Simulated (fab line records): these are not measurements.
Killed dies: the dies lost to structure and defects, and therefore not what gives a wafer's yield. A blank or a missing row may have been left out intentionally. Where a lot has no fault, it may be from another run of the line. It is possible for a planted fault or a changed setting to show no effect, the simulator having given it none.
Chamber matching / flow gf180mcu / 4 sister chambers for GF_PASSIVATION_ETCH_11 on rie-diel-01
The step etches the open film in CF4/O2, stops on TiN, target depth 1800 nm, time 400 s. 14 wafers are shown with their chamber, then 7 later ones without.

EACH WAFER AND ITS CHAMBER
wafer=L816.3; chamber=3; drypump-motor-current-A (A)=5.3; oes-product-au (a.u.)=0.956; throttle-valve-pct (%)=5.953
wafer=L816.5; chamber=1; drypump-motor-current-A (A)=5.6; oes-product-au (a.u.)=0.960; throttle-valve-pct (%)=5.968
wafer=L816.6; chamber=0; drypump-motor-current-A (A)=5.5; oes-product-au (a.u.)=0.970; throttle-valve-pct (%)=5.962
wafer=L820.4; chamber=1; drypump-motor-current-A (A)=5.5; oes-product-au (a.u.)=0.968; throttle-valve-pct (%)=5.947
wafer=L820.5; chamber=2; drypump-motor-current-A (A)=5.1; oes-product-au (a.u.)=0.970; throttle-valve-pct (%)=5.951
wafer=L820.6; chamber=3; drypump-motor-current-A (A)=5.3; oes-product-au (a.u.)=0.967; throttle-valve-pct (%)=5.972
wafer=L830.2; chamber=1; drypump-motor-current-A (A)=5.6; oes-product-au (a.u.)=0.976; throttle-valve-pct (%)=5.962
wafer=L830.4; chamber=0; drypump-motor-current-A (A)=5.5; oes-product-au (a.u.)=0.964; throttle-valve-pct (%)=5.958
wafer=L830.5; chamber=2; drypump-motor-current-A (A)=5.1; oes-product-au (a.u.)=0.964; throttle-valve-pct (%)=5.956
wafer=L834.3; chamber=2; drypump-motor-current-A (A)=5.1; oes-product-au (a.u.)=0.949; throttle-valve-pct (%)=5.976
wafer=L834.4; chamber=0; drypump-motor-current-A (A)=5.5; oes-product-au (a.u.)=0.958; throttle-valve-pct (%)=5.947
wafer=L834.6; chamber=2; drypump-motor-current-A (A)=5.1; oes-product-au (a.u.)=0.968; throttle-valve-pct (%)=5.951
wafer=L835.2; chamber=3; drypump-motor-current-A (A)=5.3; oes-product-au (a.u.)=0.958; throttle-valve-pct (%)=5.960
wafer=L835.4; chamber=1; drypump-motor-current-A (A)=5.5; oes-product-au (a.u.)=0.964; throttle-valve-pct (%)=5.945

SIGNATURES (averages over the wafers above)
reading=drypump-motor-current-A; chamber 0=5.500; chamber 1=5.550; chamber 2=5.100; chamber 3=5.300; scatter within a chamber=0.0316
reading=oes-product-au; chamber 0=0.96400; chamber 1=0.96700; chamber 2=0.96275; chamber 3=0.96033; scatter within a chamber=0.00743
reading=throttle-valve-pct; chamber 0=5.95567; chamber 1=5.95550; chamber 2=5.95850; chamber 3=5.96167; scatter within a chamber=0.0105
Rule: for each reading, subtract the chamber's mean from the wafer's reading, divide by that reading's scatter and square the result; add these up over the readings and take the root, which gives the wafer's distance from the chamber. If the next closest chamber is less than 2 further off than the closest, the wafer can't be placed; otherwise it belongs to the closest. The scatter: the root of (the sum of the squares of (reading less its chamber's mean) over the shown wafers, divided by (wafers less chambers)).

WAFERS WHOSE CHAMBER IS MISSING
wafer=L835.5; drypump-motor-current-A (A)=5.3; oes-product-au (a.u.)=0.964; throttle-valve-pct (%)=5.962
wafer=L837.2; drypump-motor-current-A (A)=5.5; oes-product-au (a.u.)=0.959; throttle-valve-pct (%)=5.962
wafer=L837.5; drypump-motor-current-A (A)=5.1; oes-product-au (a.u.)=0.968; throttle-valve-pct (%)=5.964
wafer=L837.6; drypump-motor-current-A (A)=5.6; oes-product-au (a.u.)=0.967; throttle-valve-pct (%)=5.961
wafer=L838.1; drypump-motor-current-A (A)=5.3; oes-product-au (a.u.)=0.945; throttle-valve-pct (%)=5.951
wafer=L838.2; drypump-motor-current-A (A)=5.6; oes-product-au (a.u.)=0.965; throttle-valve-pct (%)=5.960
wafer=L838.3; drypump-motor-current-A (A)=5.5; oes-product-au (a.u.)=0.962; throttle-valve-pct (%)=5.980

CHAMBER TAKEN BY EACH
wafer=L835.5; from the rows above=3; in truth=3
wafer=L837.2; from the rows above=can't be placed: 0 or 1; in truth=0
wafer=L837.5; from the rows above=2; in truth=2
wafer=L837.6; from the rows above=can't be placed: 1 or 0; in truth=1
wafer=L838.1; from the rows above=3; in truth=3
wafer=L838.2; from the rows above=can't be placed: 1 or 0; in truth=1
wafer=L838.3; from the rows above=can't be placed: 0 or 1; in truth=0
Correctly placed: 3 of 7. These rows do not allow placing 4 (true chamber among the candidates in 4). Wrongly placed: 0.
